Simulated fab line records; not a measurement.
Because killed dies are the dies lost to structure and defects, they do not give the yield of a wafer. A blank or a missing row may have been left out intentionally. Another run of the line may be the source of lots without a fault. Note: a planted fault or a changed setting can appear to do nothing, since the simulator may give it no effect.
Code-filled problem report in 8D (eight disciplines) form / flow sky130 / the parts of the form that need people (team, actions taken, sign-off) are left out

== 1. WHAT IS WRONG ==
Across 6 wafers from 2 lots, GATE_OXIDE_TW at SKY_GATE_OXIDE_TW_MEAS_14 averages 206.2, while fault-free wafers read 224.8 with a standard deviation of 1. Measured from the usual mean, that is -19 standard deviations.
First seen on wafer L887.1, day 18 14:23, on film metro-03. Wafers with a number at this step in the record: 39, from 13 lots. Rule for "out" (also "out of limits"): further than 4 standard deviations from the usual mean. The rest of the wafers with a number are treated as sound.

== 2. WHAT IT IS, WHAT IT ISN'T ==
question=which readings at this step | is=GATE_OXIDE_TW | is not=-
question=which lots | is=L887, L892 | is not=L878, L879, L880, L881, L882, L883, L884, L889, L890, L891, L897
question=which wafers of those lots | is=all that have a number | is not=-
question=read on which gauges | is=film metro-01, film metro-03 | is not=film metro-04
question=when | is=from day 18 14:23 | is not=up to then (21 sound wafers); but 12 sound wafers of L889, L890, L891, L897 came after

== 3. SUSPECTS, AND WHAT RULES EACH OUT ==
Counting: a tool at a process step up to the reading stays a suspect if it ran every lot that is out and no sound lot after the first of them.
- ruled out: the gauge at SKY_GATE_OXIDE_TW_MEAS_14. Those wafers that are out were read across 2 gauges (film metro-01, film metro-03).
- implanter-02 at SKY_GATE_OXIDE_IMPLANT_11: kept. All lots that are out passed through it, beginning with L887 at day 18 14:02, and no sound lot followed; its final sound lot before that point was L883 at day 17 00:01. Its own readings are out on those wafers: dose ions cm2, faraday current uA.
The count leaves implanter-02 at SKY_GATE_OXIDE_IMPLANT_11.

== 4. THE CAUSE (what the simulator had put in) ==
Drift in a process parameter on implanter-02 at SKY_GATE_OXIDE_IMPLANT_11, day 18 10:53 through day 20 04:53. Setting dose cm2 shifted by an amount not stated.
Only this tool survived the counting.

== 5. SEQUENCE OF EFFECTS, ordered by route ==
Rows list readings where the struck wafers' mean (over those with a number) sits beyond 3 standard deviations from the usual. Readings are gone through only where the record gives a usual standard deviation; hours: the median, over the lots, of the time from a lot's start at the first step in this table giving one to that lot's start at this step; sigmas: the change measured in usual standard deviations.
hours=0; step=SKY_GATE_OXIDE_IMPLANT_11; reading=dose ions cm2; usual=2.5995e+12; on struck wafers=1.9352e+12; change=-6.6427e+11; sigmas=-99 or more
hours=0; step=SKY_GATE_OXIDE_IMPLANT_11; reading=faraday current uA; usual=14.72; on struck wafers=11.00; change=-3.72; sigmas=-14
hours=0; step=SKY_GATE_OXIDE_TW_MEAS_14; reading=GATE_OXIDE_TW; usual=224.8; on struck wafers=206.2; change=-18.6; sigmas=-19
Process steps it contains:
- SKY_GATE_OXIDE_IMPLANT_11
Later measuring or inspecting steps at which every struck wafer that the step has a row for has a number for every such reading, and none has moved that far: SKY_POLY_GATE_THK_MEAS_04.

== 6. WHAT WOULD HAVE CAUGHT IT SOONER ==
The first out-of-limits reading at a measuring or inspecting step in this record came at day 18 14:23, 4 hours after the fault's start at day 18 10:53.
The tool's own readings at SKY_GATE_OXIDE_IMPLANT_11 were out on every struck wafer that the step has a row for (dose ions cm2, faraday current uA): an alarm limit on them would have fired on the first of those.
Lots out: 2; of these, L892 started SKY_GATE_OXIDE_IMPLANT_11 on implanter-02 after day 18 14:23. A tool hold placed at that time would have kept it from harm.
